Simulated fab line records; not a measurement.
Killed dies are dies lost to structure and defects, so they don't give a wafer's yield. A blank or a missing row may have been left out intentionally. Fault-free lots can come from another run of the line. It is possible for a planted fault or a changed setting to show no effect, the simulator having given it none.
Code-filled problem report in 8D (eight disciplines) form :: flow gf180mcu :: the parts of the form that need people (team, actions taken, sign-off) are left out

## 1. WHAT WENT WRONG
At GF_M1_DEVELOP_13, developer_temp_C averages 20.17 C over 6 wafers from 2 lots, while fault-free wafers read 21.02 C, standard deviation 0.091. Relative to the usual mean, that is a shift of -9.3 standard deviations.
The step: develop time 60 s.
Earliest sighting: wafer L585.2 on litho_track-03 at day 24 09:44. At this step, 39 wafers from 13 lots have a number in the record. Rule for "out" (also "out of limits"): further than 4 standard deviations from the usual mean. All remaining wafers that have a number are taken as sound.

## 2. WHAT IT IS, WHAT IT ISN'T
question: which readings at this step
is: developer_temp_C
is not: -

question: which lots
is: L585, L586
is not: L564, L565, L566, L567, L569, L571, L572, L574, L575, L576, L577

question: which wafers of those lots
is: all that have a number
is not: -

question: read on which tools
is: litho_track-03
is not: litho_track-01, litho_track-04

question: when
is: from day 24 09:44
is not: up to then (33 sound wafers)

## 3. SUSPECTS, AND WHAT RULES EACH OUT
Counting: a tool at any process step up to the reading remains a suspect when it ran all the lots that are out and ran no sound lot after the first of those.
- litho_track-03 at GF_M1_DEVELOP_13 (develop time 60 s): kept. Every lot that is out went through it, starting with L585 (day 24 09:44), and after that it ran no sound lot; the last sound lot it ran before then is L577 (day 21 22:14). Its own developer_temp_C readings are out on those wafers.
Left after counting: litho_track-03 at GF_M1_DEVELOP_13.

## 4. THE CAUSE (what the simulator had put in)
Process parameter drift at GF_M1_DEVELOP_13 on litho_track-03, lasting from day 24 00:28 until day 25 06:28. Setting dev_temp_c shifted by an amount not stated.
The count eliminated every tool but this one.

## 5. THE CHAIN OF EFFECTS, in route order
One row per reading whose mean, taken over the struck wafers that have a number, lies over 3 standard deviations from the usual. Readings are gone through only where the record gives a usual standard deviation; hours: the median, over the lots, of the time from a lot's start at the first step in this table giving one to that lot's start at this step; sigmas: the change measured in usual standard deviations.
hours: 0
step: GF_M1_DEVELOP_13
reading: developer_temp_C
usual: 21.02 C
on struck wafers: 20.17
change: -0.85
sigmas: -9.3
It contains these process steps:
- GF_M1_DEVELOP_13: develop time 60 s.

## 6. WHAT WOULD HAVE CAUGHT IT SOONER
The fault began at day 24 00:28; the first out-of-limits reading in this record came at day 24 09:44, 9 hours later.
